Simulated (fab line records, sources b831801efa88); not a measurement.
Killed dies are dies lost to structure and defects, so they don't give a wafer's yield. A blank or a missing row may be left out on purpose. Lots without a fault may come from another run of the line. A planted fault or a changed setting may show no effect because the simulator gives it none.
One fault seen from 2 desks | flow sky130 | each desk has only its own numbers; what lay behind them comes last

THE TOOL OWNER'S DESK: plasma_asher-01
The tool's own readings at SKY_VT_ADJUST_LVTN_STRIP_20 (strips in O2/N2): means of the sampled wafers that have a number, for each lot that ran on this tool. A lot is out of limits, marked OUT, if its mean lies more than 4 standard deviations from the usual mean; the brackets give that distance.
Columns: A = drypump_motor_current_A at SKY_VT_ADJUST_LVTN_STRIP_20, usual 5.6 A; B = n2_flow_sccm at SKY_VT_ADJUST_LVTN_STRIP_20, usual 300.1 sccm; C = oes_product_au at SKY_VT_ADJUST_LVTN_STRIP_20, usual 0.716 a.u.; D = strip_time_to_endpoint_s at SKY_VT_ADJUST_LVTN_STRIP_20, usual 14.18 s
lot  | first seen here | A   | B     | C     | D
L921 | day 8 20:40     | 5.3 | 300.2 | 0.714 | 14.19
L923 | day 9 11:43     | 5.4 | 300.4 | 0.719 | 14.16
L927 | day 10 15:26    | 5.4 | 299.3 | 0.718 | 14.22
L928 | day 10 15:53    | 5.3 | 300.5 | 0.711 | 14.15
L929 | day 11 14:09    | 5.4 | 299.7 | 0.712 | 14.20
L931 | day 11 23:29    | 5.3 | 299.8 | 0.719 | 14.16
L942 | day 14 11:43    | 5.4 | 298.8 | 0.712 | 14.13
This desk's finding: nothing out of limits on any of the 7 lots.

THE METROLOGY DESK
What the gauges read, lot by lot, whatever tool the lot ran on: means of the sampled wafers that have a number. A lot is out of limits, marked OUT, if its mean lies more than 4 standard deviations from the usual mean; the brackets give that distance.
Columns: A = VIA3_W_THK at SKY_VIA3_THK_MEAS_23, usual 396 nm
lot  | first seen here | A
L919 | day 40 02:41    | 399
L920 | day 40 16:53    | 390
L921 | day 40 20:48    | 388
L923 | day 41 15:05    | 405
L925 | day 42 11:07    | 402
L927 | day 42 19:50    | 401
L928 | day 42 23:26    | 406
L929 | day 43 14:36    | 396
L931 | day 44 02:45    | 395
L933 | day 44 05:23    | 394
L938 | day 45 06:52    | 396
L940 | day 45 17:16    | 406
L942 | day 46 08:11    | 392
This desk's finding: nothing out of limits on any of the 13 lots.

PUT TOGETHER
The tool owner's desk saw nothing out of limits.
The metrology desk saw nothing out of limits.

WHAT THE SIMULATOR HAD PUT IN
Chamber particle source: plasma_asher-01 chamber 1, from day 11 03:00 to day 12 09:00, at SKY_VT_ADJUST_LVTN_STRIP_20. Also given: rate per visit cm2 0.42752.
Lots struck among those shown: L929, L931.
